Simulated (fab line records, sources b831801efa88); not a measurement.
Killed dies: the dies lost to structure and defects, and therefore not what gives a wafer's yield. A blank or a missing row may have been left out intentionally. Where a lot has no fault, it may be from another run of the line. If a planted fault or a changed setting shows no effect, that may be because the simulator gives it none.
Struck lot and sound lot, side by side | flow sky130 | 35 out of 708 route steps
Sound: wafers L120.3, L120.4, L120.6. Wafers L129.1, L129.4, L129.5 were the ones struck. The cause is named last.
Each step with rows lists, per side, the tool, then ch with its chambers, then its first start. Under that, the readings that differ: sound wafers | struck wafers | difference of the means | sigmas: that difference in standard deviations of wafers without a fault.
alike: readings whose means differ by less than 2 such deviations, and words and numbers that are the same on both sides. not compared: withheld readings, readings that some wafer has no value for, bounds like >300 that may hide the same value, and numbers for which the record gives no deviation and whose values overlap.
The two part at a step that has a row with sigmas, a row that says differs or no value, or rows on one side only. Numbers that don't overlap but have no deviation are shown without sigmas and don't part them. Lack of a reading on every wafer of one side parts them only where that side has two or more wafers.

first, 10 steps without rows for these wafers: SKY_GATE_OXIDE_COAT_05 (resist thk 1140 nm); SKY_GATE_OXIDE_SOFTBAKE_06 (time 60 s); SKY_GATE_OXIDE_EXPOSE_07 (exposes mask LVOM, target cd 600 nm); SKY_GATE_OXIDE_PEB_08; SKY_GATE_OXIDE_DEVELOP_09 (develop time 60 s); SKY_GATE_OXIDE_IMPLANT_11; SKY_GATE_OXIDE_WET_ETCH_12 (etches SiO2 in dHF, target depth 16.8 nm, time 336 s); SKY_GATE_OXIDE_STRIP_13 (strips in O2/N2); SKY_GATE_OXIDE_CLEAN_15 (cleans in SC1/SC2, time 150 s); SKY_GATE_OXIDE_OXIDATION_16 (stabilise 600 s, purge 300 s, target thk 3.57 nm).
SKY_POLY_GATE_CVD_00: deposits poly-Si, target thk 180 nm, time 720 s.
  sound on lpcvd-01 ch 1, day 15 11:20; struck on lpcvd-01 ch 0, day 18 17:49
  reading                                       | sound           | struck            | difference | sigmas
  model.poly-Si_of_POLY_GATE_CVD_00.thk-nm (nm) | 175.3 177.8 178 | 119.3 117.6 118.3 | -58.6      |
SKY_POLY_GATE_THK_MEAS_01:
  struck on film-metro-02, day 18 19:15; sound on film-metro-02, day 15 12:33
  reading                   | sound             | struck            | difference | sigmas
  POLY_GATE_CVD_00_THK (nm) | 175.4 178.0 177.9 | 119.3 117.6 118.4 | -58.7      | -31
  not compared: hold
then, 8 steps without rows for these wafers: SKY_RES_PROTECT_HMDS_01 (prime time 60 s); SKY_RES_PROTECT_COAT_02 (resist thk 1140 nm); SKY_RES_PROTECT_SOFTBAKE_03 (time 60 s); SKY_RES_PROTECT_EXPOSE_04 (exposes mask RPM, target cd 1270 nm); SKY_RES_PROTECT_PEB_05; SKY_RES_PROTECT_DEVELOP_06 (develop time 60 s); SKY_POLY_GATE_IMPLANT_02; SKY_RES_PROTECT_STRIP_07 (strips in O2/N2).
SKY_RES_PROTECT_CLEAN_09: cleans in SC1/SC2, time 150 s.
  sound on wet-bench-03 ch 1, day 16 15:46; struck on wet-bench-03 ch 0, day 20 01:53
  reading                                       | sound             | struck          | difference | sigmas
  model.poly-Si_of_POLY_GATE_CVD_00.thk-nm (nm) | 174.7 177.2 177.4 | 118.7 117 117.7 | -58.6      |
then, 11 steps without rows for these wafers: SKY_POLY_GATE_CVD_03 (deposits Si3N4 from DCS/NH3, target thk 75 nm, time 1290 s); SKY_POLY_GATE_DEHYDRATE_05 (time 60 s); SKY_POLY_GATE_HMDS_06 (prime time 60 s); SKY_POLY_GATE_COAT_07 (resist thk 110 nm); SKY_POLY_GATE_COAT_08 (resist thk 450 nm); SKY_POLY_GATE_SOFTBAKE_09 (time 90 s); SKY_POLY_GATE_EXPOSE_10 (exposes mask P1M, target cd 150 nm); SKY_POLY_GATE_PEB_11; SKY_POLY_GATE_DEVELOP_12 (develop time 60 s); SKY_POLY_GATE_ETCH_15 (etches BARC in N2/H2, stops on SiO2, time 118.5 s, target depth 110 nm); SKY_POLY_GATE_ETCH_16 (etches Si3N4 in CH3F/O2, stops on poly-Si, time 147.5 s, target depth 75 nm).
SKY_POLY_GATE_ETCH_17: etches poly-Si in HBr/Cl2, stops on SiO2, target depth 180 nm, time 70.5 s.
  sound on rie-si-01 ch 0,1,2, day 17 22:25; struck on rie-si-02 ch 1,3, day 21 10:28
  reading                               | sound             | struck            | difference | sigmas
  oes-product-au (a.u.)                 | 0.975 0.988 0.986 | 0.753 0.740 0.750 | -0.235     | -31
  model.POLY_GATE.feature-depth-nm (nm) | 174.7 177.2 177.4 | 118.7 117 117.7   | -58.6      |
  model.etch.depth-nm (nm)              | 174.7 177.2 177.4 | 118.7 117 117.7   | -58.6      |
  alike: chamber-pressure-mTorr, drypump-motor-current-A, mfc-cl2-sccm, throttle-valve-pct
  not compared: rf-hours-counter-h
then, 1 step without rows for these wafers: SKY_POLY_GATE_STRIP_18 (strips in O2/N2).
-- here the record skips 28 days between the struck wafers' starts before and after, leaving off in module POLY_GATE and picking up in module PAD_OPEN (first step shown: number 708 of the route) --
SKY_PAD_OPEN_PROBE_99:
  struck on prober-01, day 48 22:50; sound on prober-02, day 46 19:12
  reading                              | sound             | struck            | difference | sigmas
  killed_at_M0_to_M3                   | 54 51 54          | 40 41 37          | -14        | -2
  killed-dies                          | 100 107 105       | 76 84 81          | -24        | -3
  killed-open                          | 62 63 62          | 41 49 45          | -17        | -2
  model.etest.res-xhigh-po.line-ohm-um | 5500 5630 5634    | 5080 5097 5031    | -519       |
  model.etest.res-high-po.line-ohm-um  | 755 754.8 753.1   | 975.5 999.2 960.8 | +224.2     |
  model.etest.res-poly.line-ohm-um     | 525 516.2 511.8   | 725 713.3 721.6   | +202       |
  model.etest.res-xhigh-po.rs-ohm-sq   | 1912 1966 1951    | 1768 1774 1748    | -180       |
  model.etest.tip-sonos.rs-ohm-sq      | 2628 2658 2663    | 2499 2459 2480    | -170       |
  model.etest.res-high-po.rs-ohm-sq    | 261.3 265.7 265.4 | 345.2 348.4 342.5 | +81.2      |
  model.etest.pfet_01v8.r-on-ohm-um    | 2788 2862 2865    | 2914 3035 2996    | +143       |
  model.etest.licon-high-po.rc-ohm     | 345.1 356.4 346.9 | 317.3 315.9 303.4 | -37.3      |
  alike: killed_at_M4_up, killed-at-contacts, killed-at-front-end, killed-at-other, killed-short

WHERE THEY PART
Earliest at SKY_POLY_GATE_THK_MEAS_01; latest, in this record, at SKY_PAD_OPEN_PROBE_99.

WHY: the cause the simulator had injected
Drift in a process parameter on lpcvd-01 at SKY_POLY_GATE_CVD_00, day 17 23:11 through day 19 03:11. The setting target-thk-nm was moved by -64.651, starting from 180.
